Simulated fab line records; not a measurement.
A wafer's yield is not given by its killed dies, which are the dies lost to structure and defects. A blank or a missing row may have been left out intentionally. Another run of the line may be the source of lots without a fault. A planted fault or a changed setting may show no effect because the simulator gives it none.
One fault through the eyes of 2 desks | flow gf180mcu | only its own numbers are on each desk; what lay behind them is given at the end

== METROLOGY DESK ==
What the gauges read, lot by lot, whatever tool the lot ran on: means of the sampled wafers that have a number. The brackets show how far a lot's mean lies from the usual mean; more than 4 standard deviations puts the lot out of limits, marked OUT.
Columns: A = SALICIDE_TIN_RS at GF_SALICIDE_RS_MEAS_04, usual 16.4 ohm/sq; B = V3_W_THK at GF_V3_THK_MEAS_25, usual 352 nm
lot  | first seen here | A               | B
L460 | day 15 02:08    | 16.2            | 348
L461 | day 15 07:19    | 16.5            | 352
L462 | day 15 22:54    | 16.0            | 353
L464 | day 16 14:16    | 16.5            | 361
L465 | day 16 18:40    | 16.7            | 352
L467 | day 17 16:32    | 16.2            | 353
L468 | day 18 01:55    | 16.5            | 346
L470 | day 18 21:29    | 16.0            | 344
L473 | day 19 20:38    | 17.9 (+4.8) OUT | 355
L475 | day 20 23:28    | 17.7            | 354
L480 | day 22 07:21    | 16.4            | 353
L481 | day 22 12:10    | 16.2            | 352
L483 | day 23 08:31    | 16.3            | 357
This desk's result: L473 out of limits, first on L473 (SALICIDE_TIN_RS at GF_SALICIDE_RS_MEAS_04), day 19 20:38. In limits: L460, L461, L462, L464, L465, L467, L468, L470, L475, L480, L481, L483.

== DESK OF THE TOOL OWNER: pvd-sputter-02 ==
The tool's own readings at GF_SALICIDE_SPUTTER_02 (material Co, target thk 10 nm, time 20 s): means of the sampled wafers that have a number, for each lot that ran on this tool. The brackets show how far a lot's mean lies from the usual mean; more than 4 standard deviations puts the lot out of limits, marked OUT.
Columns: A = throttle-valve-pct at GF_SALICIDE_SPUTTER_02, usual 30.3 %
lot  | first seen here | A
L460 | day 15 02:04    | 30.1
L464 | day 16 14:10    | 30.9
L473 | day 19 20:33    | 30.7
L475 | day 20 23:25    | 31.1
L483 | day 23 08:24    | 30.3
Finding of this desk: none of the 5 lots has anything out of limits.

== TAKEN TOGETHER ==
At day 19 20:38 the metrology desk could have sounded an alarm, on L473.
Nothing out of limits was seen by the tool owner's desk.
On record at the tool owner's desk: L473, within its limits.
Every lot named ran GF_SALICIDE_SPUTTER_02 on pvd-sputter-02.

== WHAT THE SIMULATOR HAD PUT IN ==
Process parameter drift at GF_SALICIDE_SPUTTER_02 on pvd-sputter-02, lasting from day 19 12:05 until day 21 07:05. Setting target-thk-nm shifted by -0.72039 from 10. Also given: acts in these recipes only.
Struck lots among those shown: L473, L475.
Delay in hours, fault start to first out-of-limits reading, per desk: metrology desk 9.
